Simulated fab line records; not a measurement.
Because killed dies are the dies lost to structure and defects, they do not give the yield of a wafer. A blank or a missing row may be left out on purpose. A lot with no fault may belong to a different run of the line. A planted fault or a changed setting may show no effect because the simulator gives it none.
Chamber matching -- flow sfq_line -- SFQ_TRILAYER_I0_CMP_CMP_028 on cmp-02 has 4 sister chambers
The step polishes SiO2. 16 wafers are shown with their chamber, then 8 later ones without.

## WAFERS WITH THEIR CHAMBER
wafer,chamber,motor_current_A (A),time_to_endpoint_s (s),edge_zone_pressure_frac
L781.3,2,9.7,218,1.000
L781.4,3,9.6,209,0.999
L781.6,2,9.8,221,0.999
L783.3,0,10.9,215,1.004
L783.1,2,9.8,227,0.994
L783.4,3,9.5,227,0.998
L785.2,3,9.6,210,1.008
L785.3,0,10.3,208,0.996
L785.4,1,9.8,215,0.998
L786.4,1,9.9,218,1.000
L786.5,0,10.4,215,0.998
L786.6,3,9.4,222,0.995
L790.4,1,10.2,211,0.994
L790.3,3,9.3,215,1.001
L790.5,1,9.5,207,0.997
L796.1,0,10.6,208,1.002

SIGNATURES (means of the wafers above)
reading,chamber 0,chamber 1,chamber 2,chamber 3,scatter within a chamber
motor_current_A,10.550,9.850,9.767,9.480,0.211
time_to_endpoint_s,211.50,212.75,222.00,216.60,5.78
edge_zone_pressure_frac,1.00000,0.99725,0.99767,1.00020,0.00381
Rule: distance of a wafer from a chamber = root of the sum over the readings of ((wafer's reading minus chamber's mean) / reading's scatter) squared. The wafer belongs to the nearest chamber; if the next one is less than 2 further off, it can't be placed. The scatter: the root of (the sum of the squares of (reading less its chamber's mean) over the shown wafers, divided by (wafers less chambers)).

## WAFERS WITH NO CHAMBER GIVEN
wafer,motor_current_A (A),time_to_endpoint_s (s),edge_zone_pressure_frac
L796.4,9.6,219,1.000
L796.6,9.8,208,1.000
L797.2,9.5,208,1.000
L797.5,10.0,222,0.998
L797.6,9.7,218,1.002
L803.1,9.5,216,1.002
L803.2,9.6,222,1.005
L803.6,9.9,221,1.005

## THE CHAMBER EACH PASSED THROUGH
wafer,from the rows above,in truth
L796.4,can't be placed: 3 or 2 or 1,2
L796.6,can't be placed: 1 or 3 or 2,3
L797.2,can't be placed: 3 or 1 or 2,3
L797.5,can't be placed: 2 or 1 or 3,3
L797.6,can't be placed: 3 or 2 or 1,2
L803.1,can't be placed: 3 or 2 or 1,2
L803.2,can't be placed: 3 or 2 or 1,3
L803.6,can't be placed: 2 or 3 or 1 or 0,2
Correctly placed: 0 of 8. These rows do not allow placing 8 (true chamber among the candidates in 8). Wrongly placed: 0.
